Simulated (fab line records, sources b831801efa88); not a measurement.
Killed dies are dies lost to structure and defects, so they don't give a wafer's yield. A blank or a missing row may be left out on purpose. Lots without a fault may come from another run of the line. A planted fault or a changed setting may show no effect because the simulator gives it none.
One fault seen from 2 desks | flow gf180mcu | each desk has only its own numbers; what lay behind them comes last

THE METROLOGY DESK
What the gauges read, lot by lot, whatever tool the lot ran on: means of the sampled wafers that have a number. A lot is out of limits, marked OUT, if its mean lies more than 4 standard deviations from the usual mean; the brackets give that distance.
Columns: A = M2_ALCU_THK at GF_M2_THK_MEAS_06, usual 454 nm; B = M3_ALCU_RS at GF_M3_RS_MEAS_05, usual 0.0693 ohm/sq; C = M4_ALCU_RS at GF_M4_RS_MEAS_05, usual 0.0694 ohm/sq
lot  | first seen here | A   | B      | C
L962 | day 18 11:55    | 450 | 0.0707 | 0.0693
L963 | day 18 21:09    | 456 | 0.0696 | 0.0691
L964 | day 19 07:58    | 451 | 0.0697 | 0.0690
L968 | day 20 17:59    | 453 | 0.0693 | 0.0687
L967 | day 20 20:39    | 449 | 0.0685 | 0.0697
L969 | day 20 23:03    | 455 | 0.0699 | 0.0695
L978 | day 24 05:02    | 458 | 0.0693 | 0.0693
L979 | day 24 16:56    | 459 | 0.0694 | 0.0691
L980 | day 24 23:13    | 467 | 0.0692 | 0.0695
L981 | day 25 03:50    | 455 | 0.0691 | 0.0697
L982 | day 25 12:25    | 454 | 0.0686 | 0.0697
L983 | day 25 20:18    | 452 | 0.0688 | 0.0689
L984 | day 26 11:49    | 461 | 0.0700 | 0.0695
This desk's finding: nothing out of limits on any of the 13 lots.

THE TOOL OWNER'S DESK: rie_diel-02
The tool's own readings at GF_V2_ETCH_16 (etches BARC in N2/H2): means of the sampled wafers that have a number, for each lot that ran on this tool. A lot is out of limits, marked OUT, if its mean lies more than 4 standard deviations from the usual mean; the brackets give that distance.
Columns: A = bias_w at GF_V2_ETCH_16, usual 99.96 W; B = drypump_motor_current_A at GF_V2_ETCH_16, usual 5.8 A; C = oes_product_au at GF_V2_ETCH_16, usual 0.855 a.u.; D = rf_fwd_power_W at GF_V2_ETCH_16, usual 495.0 W; E = throttle_valve_pct at GF_V2_ETCH_16, usual 13.225 %
lot  | first seen here | A      | B   | C     | D               | E
L962 | day 20 13:32    | 99.94  | 5.9 | 0.853 | 491.8           | 13.224
L963 | day 20 22:47    | 100.08 | 6.0 | 0.856 | 496.7           | 13.221
L964 | day 21 09:17    | 99.76  | 5.9 | 0.850 | 497.5           | 13.224
L968 | day 22 18:26    | 100.02 | 5.9 | 0.853 | 493.5           | 13.233
L967 | day 22 21:12    | 100.05 | 5.9 | 0.859 | 574.2 (+34) OUT | 13.231
L969 | day 22 23:41    | 100.12 | 5.7 | 0.852 | 571.0 (+33) OUT | 13.215
L978 | day 26 00:57    | 99.99  | 5.7 | 0.856 | 495.5           | 13.222
L979 | day 26 12:04    | 99.86  | 5.9 | 0.854 | 496.3           | 13.236
L981 | day 26 22:44    | 100.12 | 5.9 | 0.861 | 494.4           | 13.226
This desk's finding: out of limits on L967, L969; first on L967, day 22 21:12 (rf_fwd_power_W at GF_V2_ETCH_16). In limits: L962, L963, L964, L968, L978, L979, L981.

PUT TOGETHER
The tool owner's desk could have raised an alarm at day 22 21:12, on L967, L969.
The metrology desk saw nothing out of limits.
The metrology desk has L967, L969 on record, within its limits.
Of the lots named, all ran GF_V2_ETCH_16 on rie_diel-02.

WHAT THE SIMULATOR HAD PUT IN
Process parameter drift: rie_diel-02, from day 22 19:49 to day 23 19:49, at GF_V2_ETCH_16. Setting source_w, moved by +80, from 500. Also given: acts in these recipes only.
Lots struck among those shown: L967, L969.
Hours from the fault's start to each desk's first reading out of limits: the tool owner's desk, 1.
